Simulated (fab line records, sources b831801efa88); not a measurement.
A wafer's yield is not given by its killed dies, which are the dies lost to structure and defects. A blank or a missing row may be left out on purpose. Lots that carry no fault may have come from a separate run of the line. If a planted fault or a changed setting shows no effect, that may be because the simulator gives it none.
fab line records ; flow gf180mcu
record lots=13; wafers=39; last_day=34
route steps=602 shown HV_LDD@197 M1@330 V1@358 M2@366
lots that met no fault: taken from a fault-free run of the same line
start_h: hours from the record's opening day to when the first of the lot's shown wafers began ; wait_h: hours from the lot's prior step to this one ; " repeats the value in the row above ; L1.1+2: a single row standing in for several wafers ; - value missing, or start not given ; * or withheld: withheld ; < > ~ a bound
route shown NAME@n: names a module that has steps shown in the file, with the first one's number in the route ; usual: average and standard deviation across the fault-free wafers ; same: alike in all rows ; chamber/n: place in a boat ; sites: readings site by site ; _std_site: their standard deviation ; _edge_site: mean of outer sites minus mean of inner sites ; radius_mm: for every site, how far away it sits from the centre of the wafer ; mask NAME#n: copy n ; behind: the last tool/chamber to shape the wafer ; hold: what put the lot on hold/how long, in hours/how the hold closed ; device: the transistor (n, p or np) that didn't switch ; end of line: the same wafers' tests at the end of the route ; where a step has no rows: the recipe by itself ; killed: at the first sort, the dies lost to defects and structure; wafer yield is something else ; map: a wafer's dies, x killed, . not, _ none there
set.NAME: setting as actually run; set.NAME@STEP: the setting as run at that earlier step ; model.NAME: the simulator's own value behind a step, which no gauge read
route steps across a sampled set of lots; one table per step, one row per wafer
services: the hour from which a tool's chamber was out of use, counted from the record's first day as start_h (under 0 if before that day), plus the number of hours and why
## steps
# step GF_HV_LDD_IMPLANT_21
# recipe species=BF2; energy_kev=25; dose_cm2=5e+13; tilt_deg=7
# usual beam_on_s=10.01/0.2; faraday_current_uA=282/5.5
lot.wafer;tool;chamber;start_h;wait_h;beam_on_s;faraday_current_uA
L231.4;implanter-02;0;236.38;0.1;9.85;286
L231.5;implanter-02;0;236.38;0.1;10.11;280
L231.6;implanter-02;0;236.38;0.1;9.74;290
L233.2;implanter-02;0;250.19;0.0;9.91;284
L233.4;implanter-02;0;250.19;0.0;9.98;284
L233.5;implanter-02;0;250.19;0.0;10.13;278
L234.1;implanter-04;0;256.10;0.0;10.01;280
L234.3;implanter-04;0;256.10;0.0;9.61;294
L234.5;implanter-04;0;256.10;0.0;10.33;271
L235.1;implanter-03;0;267.26;0.0;10.03;282
L235.4;implanter-03;0;267.26;0.0;10.28;273
L235.5;implanter-03;0;267.26;0.0;10.29;272
L236.1;implanter-02;0;274.06;0.0;10.01;283
L236.2;implanter-02;0;274.06;0.0;10.20;276
L236.3;implanter-02;0;274.06;0.0;10.01;281
L237.1;implanter-03;0;278.44;0.0;9.98;281
L237.4;implanter-03;0;278.44;0.0;9.98;283
L237.6;implanter-03;0;278.44;0.0;10.22;276
L239.2;implanter-03;0;298.64;0.0;10.24;275
L239.3;implanter-03;0;298.64;0.0;10.04;281
L239.4;implanter-03;0;298.64;0.0;9.80;288
L242.2;implanter-04;0;322.68;0.0;10.45;269
L242.5;implanter-04;0;322.68;0.0;9.91;285
L242.6;implanter-04;0;322.68;0.0;9.97;284
L243.3;implanter-03;0;329.25;0.1;8.07;350
L243.4;implanter-03;0;329.25;0.1;8.12;346
L243.5;implanter-03;0;329.25;0.1;8.17;345
L245.4;implanter-03;0;339.62;0.1;8.15;346
L245.5;implanter-03;0;339.62;0.1;8.15;344
L245.6;implanter-03;0;339.62;0.1;8.27;341
L251.3;implanter-02;0;390.14;0.1;10.16;277
L251.4;implanter-02;0;390.14;0.1;9.97;283
L251.5;implanter-02;0;390.14;0.1;10.03;281
L252.1;implanter-02;0;399.50;0.0;9.93;283
L252.4;implanter-02;0;399.50;0.0;10.11;279
L252.5;implanter-02;0;399.50;0.0;10.15;278
L254.2;implanter-03;0;414.53;0.0;10.07;281
L254.5;implanter-03;0;414.53;0.0;9.86;286
L254.6;implanter-03;0;414.53;0.0;9.82;288
# step GF_HV_LDD_TW_MEAS_23
# usual HV_LDD_2_TW=1050/12
lot.wafer;tool;chamber;start_h;wait_h;HV_LDD_2_TW
L231.4;film_metro-03;-;236.58;0.1;1049
L231.5;film_metro-03;-;236.58;0.1;1052
L231.6;film_metro-03;-;236.58;0.1;1052
L233.2;film_metro-03;-;250.42;0.1;1054
L233.4;film_metro-03;-;250.42;0.1;1056
L233.5;film_metro-03;-;250.42;0.1;1054
L234.1;film_metro-01;-;256.35;0.1;1037
L234.3;film_metro-01;-;256.35;0.1;1031
L234.5;film_metro-01;-;256.35;0.1;1034
L235.1;film_metro-01;-;267.51;0.1;1030
L235.4;film_metro-01;-;267.51;0.1;1028
L235.5;film_metro-01;-;267.51;0.1;1027
L236.1;film_metro-03;-;274.31;0.1;1052
L236.2;film_metro-03;-;274.31;0.1;1053
L236.3;film_metro-03;-;274.31;0.1;1053
L237.1;film_metro-03;-;278.69;0.1;1051
L237.4;film_metro-03;-;278.69;0.1;1057
L237.6;film_metro-03;-;278.69;0.1;1057
L239.2;film_metro-03;-;298.87;0.1;1062
L239.3;film_metro-03;-;298.87;0.1;1050
L239.4;film_metro-03;-;298.87;0.1;1055
L242.2;film_metro-04;-;322.92;0.1;1059
L242.5;film_metro-04;-;322.92;0.1;1062
L242.6;film_metro-04;-;322.92;0.1;1061
L243.3;film_metro-04;-;329.47;0.1;996
L243.4;film_metro-04;-;329.47;0.1;993
L243.5;film_metro-04;-;329.47;0.1;1002
L245.4;film_metro-04;-;339.82;0.1;992
L245.5;film_metro-04;-;339.82;0.1;1000
L245.6;film_metro-04;-;339.82;0.1;997
L251.3;film_metro-04;-;390.36;0.1;1058
L251.4;film_metro-04;-;390.36;0.1;1064
L251.5;film_metro-04;-;390.36;0.1;1054
L252.1;film_metro-01;-;399.75;0.1;1036
L252.4;film_metro-01;-;399.75;0.1;1033
L252.5;film_metro-01;-;399.75;0.1;1032
L254.2;film_metro-01;-;414.76;0.1;1038
L254.5;film_metro-01;-;414.76;0.1;1039
L254.6;film_metro-01;-;414.76;0.1;1036
# step GF_M1_OVL_MEAS_15
# usual M1_OVL=-3/5.1
lot.wafer;tool;chamber;start_h;wait_h;M1_OVL[nm]
L231.4;overlay-02;-;390.27;0.1;-4
L231.5;overlay-02;-;390.27;0.1;2
L231.6;overlay-02;-;390.27;0.1;6
L233.2;overlay-02;-;408.47;0.1;3
L233.4;overlay-02;-;408.47;0.1;10
L233.5;overlay-02;-;408.47;0.1;-5
L234.1;overlay-01;-;416.06;0.1;-5
L234.3;overlay-01;-;416.06;0.1;-4
L234.5;overlay-01;-;416.06;0.1;-5
L235.1;overlay-02;-;427.90;0.1;-2
L235.4;overlay-02;-;427.90;0.1;-13
L235.5;overlay-02;-;427.90;0.1;1
L236.1;overlay-02;-;437.15;0.1;-7
L236.2;overlay-02;-;437.15;0.1;-3
L236.3;overlay-02;-;437.15;0.1;-2
L237.1;overlay-02;-;442.76;0.1;1
L237.4;overlay-02;-;442.76;0.1;-2
L237.6;overlay-02;-;442.76;0.1;5
L239.2;overlay-01;-;468.60;0.1;4
L239.3;overlay-01;-;468.60;0.1;-7
L239.4;overlay-01;-;468.60;0.1;-2
L242.2;overlay-01;-;494.76;0.1;-3
L242.5;overlay-01;-;494.76;0.1;-5
L242.6;overlay-01;-;494.76;0.1;-6
L243.3;overlay-01;-;500.57;0.1;-4
L243.4;overlay-01;-;500.57;0.1;1
L243.5;overlay-01;-;500.57;0.1;-2
L245.4;overlay-02;-;513.03;0.1;-1
L245.5;overlay-02;-;513.03;0.1;-8
L245.6;overlay-02;-;513.03;0.1;-4
L251.3;overlay-01;-;563.81;0.1;-8
L251.4;overlay-01;-;563.81;0.1;-4
L251.5;overlay-01;-;563.81;0.1;0
L252.1;overlay-02;-;574.01;0.1;2
L252.4;overlay-02;-;574.01;0.1;-1
L252.5;overlay-02;-;574.01;0.1;-2
L254.2;overlay-01;-;586.60;0.1;-14
L254.5;overlay-01;-;586.60;0.1;-10
L254.6;overlay-01;-;586.60;0.1;-11
# step GF_V1_CVD_23
# recipe material=W; target_thk_nm=350; time_s=105.05; temp_c=400; pressure_torr=40
# usual chamber_pressure_Torr=39.99/0.081; heater_power_outer_w=517/81; heater_power_w=797/77
lot.wafer;tool;chamber;start_h;wait_h;chamber_pressure_Torr;heater_power_outer_w;heater_power_w;since_wet_clean_h
L231.4;cvd_w-01;1;416.18;0.1;39.95;425;713;-
L231.5;cvd_w-01;1;416.18;0.1;39.78;402;721;-
L231.6;cvd_w-01;0;416.18;0.1;40.03;520;794;-
L233.2;cvd_w-01;1;435.20;0.0;39.80;419;704;31
L233.4;cvd_w-01;0;435.20;0.0;39.94;500;794;-
L233.5;cvd_w-01;0;435.20;0.0;39.98;523;812;-
L234.1;cvd_w-01;1;443.09;0.0;40.11;430;709;39
L234.3;cvd_w-01;0;443.09;0.0;39.93;507;809;-
L234.5;cvd_w-01;1;443.09;0.0;40.00;422;721;-
L235.1;cvd_w-02;0;455.18;0.0;39.89;628;910;551
L235.4;cvd_w-02;1;455.18;0.0;39.90;500;745;-
L235.5;cvd_w-02;0;455.18;0.0;40.01;633;931;-
L236.1;cvd_w-02;1;463.64;0.0;39.93;493;756;560
L236.2;cvd_w-02;0;463.64;0.0;39.89;638;917;560
L236.3;cvd_w-02;1;463.64;0.0;40.06;491;763;-
L237.1;cvd_w-02;0;470.07;0.0;39.89;650;895;566
L237.4;cvd_w-02;1;470.07;0.0;39.93;480;740;-
L237.6;cvd_w-02;1;470.07;0.0;39.90;501;739;-
L239.2;cvd_w-01;0;494.68;0.0;39.92;515;807;91
L239.3;cvd_w-01;1;494.68;0.0;39.97;422;724;-
L239.4;cvd_w-01;0;494.68;0.0;39.99;503;818;-
L242.2;cvd_w-02;0;521.17;0.0;39.99;639;898;617
L242.5;cvd_w-02;1;521.17;0.0;40.03;500;751;-
L242.6;cvd_w-02;0;521.17;0.0;40.08;657;921;-
L243.3;cvd_w-02;0;525.85;0.1;40.04;654;899;-
L243.4;cvd_w-02;1;525.85;0.1;40.02;492;768;-
L243.5;cvd_w-02;0;525.85;0.1;39.91;655;925;-
L245.4;cvd_w-02;0;538.76;0.1;40.07;650;957;-
L245.5;cvd_w-02;0;538.76;0.1;40.00;640;898;-
L245.6;cvd_w-02;1;538.76;0.1;39.94;494;733;-
L251.3;cvd_w-02;0;587.58;0.1;40.01;649;917;-
L251.4;cvd_w-02;1;587.58;0.1;39.99;499;755;-
L251.5;cvd_w-02;1;587.58;0.1;39.99;496;745;-
L252.1;cvd_w-01;1;597.13;0.0;40.05;431;719;193
L252.4;cvd_w-01;0;597.13;0.0;39.93;510;836;-
L252.5;cvd_w-01;0;597.13;0.0;39.93;524;817;-
L254.2;cvd_w-01;0;610.73;0.0;40.00;519;817;207
L254.5;cvd_w-01;0;610.73;0.0;39.96;513;817;-
L254.6;cvd_w-01;1;610.73;0.0;39.98;424;698;-
# step GF_M2_SPUTTER_04
# recipe material=TiN; target_thk_nm=50; power_w=6500; time_s=41.7; chamber_pressure_pa=0.4
# usual throttle_valve_pct=30.4/1.2
lot.wafer;tool;chamber;start_h;wait_h;throttle_valve_pct
L231.4;pvd_sputter-03;-;416.92;0.0;28.9
L231.5;pvd_sputter-03;-;416.92;0.0;28.9
L231.6;pvd_sputter-03;-;416.92;0.0;30.8
L233.2;pvd_sputter-04;-;435.97;0.0;30.1
L233.4;pvd_sputter-04;-;435.97;0.0;29.9
L233.5;pvd_sputter-04;-;435.97;0.0;30.1
L234.1;pvd_sputter-03;-;443.87;0.0;31.0
L234.3;pvd_sputter-03;-;443.87;0.0;31.6
L234.5;pvd_sputter-03;-;443.87;0.0;31.7
L235.1;pvd_sputter-03;-;455.95;0.0;31.3
L235.4;pvd_sputter-03;-;455.95;0.0;30.4
L235.5;pvd_sputter-03;-;455.95;0.0;30.5
L236.1;pvd_sputter-04;-;464.42;0.0;29.2
L236.2;pvd_sputter-04;-;464.42;0.0;29.9
L236.3;pvd_sputter-04;-;464.42;0.0;30.2
L237.1;pvd_sputter-03;-;470.84;0.0;28.7
L237.4;pvd_sputter-03;-;470.84;0.0;31.4
L237.6;pvd_sputter-03;-;470.84;0.0;28.8
L239.2;pvd_sputter-03;-;495.59;0.0;31.5
L239.3;pvd_sputter-03;-;495.59;0.0;28.9
L239.4;pvd_sputter-03;-;495.59;0.0;31.2
L242.2;pvd_sputter-03;-;521.94;0.0;29.0
L242.5;pvd_sputter-03;-;521.94;0.0;31.5
L242.6;pvd_sputter-03;-;521.94;0.0;28.7
L243.3;pvd_sputter-03;-;526.60;0.0;30.5
L243.4;pvd_sputter-03;-;526.60;0.0;31.8
L243.5;pvd_sputter-03;-;526.60;0.0;28.8
L245.4;pvd_sputter-03;-;539.56;0.0;31.5
L245.5;pvd_sputter-03;-;539.56;0.0;30.3
L245.6;pvd_sputter-03;-;539.56;0.0;31.0
L251.3;pvd_sputter-03;-;588.31;0.0;29.0
L251.4;pvd_sputter-03;-;588.31;0.0;31.3
L251.5;pvd_sputter-03;-;588.31;0.0;30.4
L252.1;pvd_sputter-03;-;597.90;0.0;31.5
L252.4;pvd_sputter-03;-;597.90;0.0;31.2
L252.5;pvd_sputter-03;-;597.90;0.0;30.7
L254.2;pvd_sputter-04;-;611.51;0.0;29.4
L254.5;pvd_sputter-04;-;611.51;0.0;30.0
L254.6;pvd_sputter-04;-;611.51;0.0;29.3
## services
tool;chamber;start_h;hours;kind
pvd_sputter-03;-;216.91;0.7;repair
implanter-02;-;227.07;7.6;pm
pvd_sputter-04;-;231.20;3.9;repair
implanter-03;-;254.91;3.5;repair
cvd_w-01;-;263.73;2.8;pm
cvd_w-02;-;280.07;1.8;repair
implanter-02;-;281.00;4.8;repair
implanter-03;-;285.96;4.5;pm
pvd_sputter-03;-;308.44;1.6;repair
pvd_sputter-03;-;323.85;27.3;repair
pvd_sputter-03;-;337.30;0.8;repair
pvd_sputter-03;-;351.53;5.7;repair
cvd_w-01;-;390.00;14.0;pm
pvd_sputter-03;-;395.51;1.7;repair
cvd_w-01;-;409.78;0.8;repair
implanter-03;-;435.46;2.3;repair
cvd_w-01;-;448.97;6.9;pm
cvd_w-01;-;495.84;6.0;pm
implanter-02;-;499.52;2.1;repair
cvd_w-01;1;519.78;3.8;repair
implanter-02;-;537.06;1.6;repair
implanter-02;-;568.24;5.5;repair
implanter-03;-;572.85;2.5;repair
cvd_w-02;-;603.01;2.8;pm
## key
first_sign step=GF_HV_LDD_IMPLANT_21; reading=faraday_current_uA; direction=up; sigmas=12; usual=282; struck=345
effect step=GF_HV_LDD_IMPLANT_21; reading=beam_on_s; direction=down; sigmas=9.4; usual=10.01; struck=8.15
effect step=GF_HV_LDD_TW_MEAS_23; reading=HV_LDD_2_TW; direction=down; sigmas=4.5; usual=1050; struck=997
met_at GF_HV_LDD_IMPLANT_21
struck_lots L243,L245
tester_left_out L243,L245
not_acting_at GF_M1_OVL_MEAS_15,GF_V1_CVD_23,GF_M2_SPUTTER_04
onset_between 298.64 329.25
fault kind=process_parameter_drift; tool=implanter-03; chamber=-; onset_h=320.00; steps=GF_HV_LDD_IMPLANT_21; channel=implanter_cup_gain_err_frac; offset=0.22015; shape=step; end_h=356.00
# tester_left_out: of these lots the tester's yield and bins aren't shown, on N5 and GAA mostly nor the transistor test; their killed dies are dies lost to structure and defects alone, not to doping, threshold or leakage, so they don't give the yield
